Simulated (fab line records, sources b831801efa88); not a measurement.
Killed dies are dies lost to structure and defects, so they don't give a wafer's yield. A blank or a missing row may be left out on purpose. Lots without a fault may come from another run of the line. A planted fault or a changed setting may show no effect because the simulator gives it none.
A struck lot beside a sound one | flow sky130 | 17 steps out of a route of 708
Sound: wafers L907.2, L907.4, L907.6. Struck: wafers L918.1, L918.2, L918.4. The cause comes at the end.
At each step with rows: each side's tool, then ch and its chambers, then its first start. Under that, the readings that differ: sound wafers | struck wafers | difference of the means | sigmas: that difference in standard deviations of wafers without a fault.
alike: readings whose means differ by less than 2 such deviations, and words and numbers that are the same on both sides. not compared: withheld readings, readings that some wafer has no value for, bounds like >300 that may hide the same value, and numbers for which the record gives no deviation and whose values overlap.
The two part at a step that has a row with sigmas, a row that says differs or no value, or rows on one side only. Numbers that don't overlap but have no deviation are shown without sigmas and don't part them. A reading that every wafer of one side lacks parts them only if that side has two wafers or more.

first, 3 steps without rows for these wafers: SKY_SONOS_ONO_WET_ETCH_18 (etches Si3N4 in H3PO4, target depth 15 nm, time 172 s); SKY_GATE_OXIDE_CLEAN_00 (cleans in SC1/SC2, time 150 s); SKY_GATE_OXIDE_OXIDATION_01 (stabilise 600 s, purge 300 s, target thk 10.268 nm).
SKY_GATE_OXIDE_THK_MEAS_02:
  sound on film_metro-03, day 14 20:14; struck on film_metro-04, day 19 14:40
  alike: GATE_OXIDE_OXIDATION_00_THK
then, 7 steps without rows for these wafers: SKY_GATE_OXIDE_DEHYDRATE_03 (time 60 s); SKY_GATE_OXIDE_HMDS_04 (prime time 60 s); SKY_GATE_OXIDE_COAT_05 (resist thk 1140 nm); SKY_GATE_OXIDE_SOFTBAKE_06 (time 60 s); SKY_GATE_OXIDE_EXPOSE_07 (exposes mask LVOM, target cd 600 nm); SKY_GATE_OXIDE_PEB_08; SKY_GATE_OXIDE_DEVELOP_09 (develop time 60 s).
SKY_GATE_OXIDE_OVL_MEAS_10:
  sound on overlay-01, day 15 23:40; struck on overlay-02, day 20 21:24
  alike: GATE_OXIDE_OVL
SKY_GATE_OXIDE_IMPLANT_11:
  sound on implanter-04 ch 0, day 15 23:44; struck on implanter-04 ch 0, day 20 21:26
  reading            | sound                           | struck                           | difference  | sigmas
  dose_ions_cm2      | 2.599e+12 2.6012e+12 2.5998e+12 | 1.2012e+13 1.2013e+13 1.2012e+13 | +9.4123e+12 | +99 or more
  faraday_current_uA | 14.8 14.8 14.3                  | 67.4 66.2 68.7                   | +52.8       | +99 or more
then, 1 step without rows for these wafers: SKY_GATE_OXIDE_WET_ETCH_12 (etches SiO2 in dHF, target depth 16.8 nm, time 336 s).
SKY_GATE_OXIDE_STRIP_13: strips in O2/N2.
  sound on plasma_asher-02 ch 0,1, day 15 23:57; struck on plasma_asher-02 ch 0,1, day 20 21:41
  alike: drypump_motor_current_A, oes_product_au, strip_time_to_endpoint_s
  not compared: rf_hours_counter_h
SKY_GATE_OXIDE_TW_MEAS_14:
  sound on film_metro-03, day 16 00:04; struck on film_metro-03, day 20 22:01
  reading       | sound       | struck      | difference | sigmas
  GATE_OXIDE_TW | 220 219 221 | 342 343 344 | +123       | +38
  not compared: hold
-- the record jumps here: 29 days lie between the struck wafers' starts before and after (it left off in module GATE_OXIDE and takes up again in module PAD_OPEN, whose first step shown is number 708 of the route) --
SKY_PAD_OPEN_PROBE_99:
  sound on prober-02, day 47 10:47; struck on prober-01, day 50 06:42
  reading | sound | struck                                                                     | difference                   | sigmas
  hold    | - - - | await_dispo/2.0h/release await_dispo/2.0h/release await_dispo/2.0h/release | no value on the sound wafers |
  alike: killed_at_M0_to_M3, killed_at_M4_up, killed_at_contacts, killed_at_front_end, killed_at_other, killed_dies, killed_open, killed_short

WHERE THEY PART
First at SKY_GATE_OXIDE_IMPLANT_11; last, within this record, at SKY_PAD_OPEN_PROBE_99.

WHY: what the simulator had put in
Process parameter drift: implanter-04, from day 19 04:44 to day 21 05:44, at SKY_GATE_OXIDE_IMPLANT_11. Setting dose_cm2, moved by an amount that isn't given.
